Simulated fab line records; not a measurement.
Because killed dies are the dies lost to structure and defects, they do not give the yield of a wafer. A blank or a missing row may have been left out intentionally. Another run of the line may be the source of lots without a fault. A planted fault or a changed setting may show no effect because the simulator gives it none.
The tool behind it: which one?    flow sky130    12 lots, 36 wafers sampled, at 1 step of a route of 708

## WHAT THE GAUGES READ, wafer by wafer
SKY_METAL1_CD_MEAS_15: target cd 140 nm. Usual: cdNm reads 139.5 nm (standard deviation 1.7).
lot   measured      on        cdNm (nm)          flag
L937  day 32 09:46  cdSem-01  139.5 138.8 139.6  
L938  day 33 11:04  cdSem-01  139.7 138.4 138.9  
L940  day 35 10:02  cdSem-02  140.5 140.0 141.4  
L942  day 35 19:41  cdSem-01  140.9 141.6 140.6  
L944  day 36 02:31  cdSem-02  138.0 139.5 139.6  
L945  day 36 05:44  cdSem-01  139.4 139.5 139.4  
L947  day 36 07:36  cdSem-01  139.3 141.4 140.6  
L949  day 37 09:13  cdSem-01  136.9 137.5 138.0  
L948  day 37 12:05  cdSem-02  139.1 139.8 140.7  
L958  day 39 16:09  cdSem-01  139.1 138.5 139.4  
L957  day 39 20:22  cdSem-01  142.1 141.1 140.2  
L959  day 40 00:02  cdSem-01  136.6 135.4 135.2  

## TOOL THAT RAN EACH LOT (tool first, then ch and the chambers of the sampled wafers, then the start)
Record: no process step prior to these readings.

## WHAT THE TOOLS THEMSELVES READ (means of the sampled wafers that have a number; where no wafer has one, the mark that the record gives instead)
The record holds no such reading with a usual standard deviation.

## THE ANSWER, worked out from the rows above alone
Rule: take the mean of a lot's wafers that have a number; if it is more than 3 standard deviations from the usual mean, the lot is off. Also off: a lot with no number at a reading for which 4 or more lots have one. All remaining lots with rows at the step are treated as sound. The gauges are gone through in route order, then the tools' own readings, and for those a lot's mean is taken as printed above. The first step at which some lot is off is used, and at that step the reading that is off furthest; a lot without a number counts as furthest.
Nothing can be told from this: no lot is off at any reading shown.

## WHAT THE SIMULATOR HAD PUT IN
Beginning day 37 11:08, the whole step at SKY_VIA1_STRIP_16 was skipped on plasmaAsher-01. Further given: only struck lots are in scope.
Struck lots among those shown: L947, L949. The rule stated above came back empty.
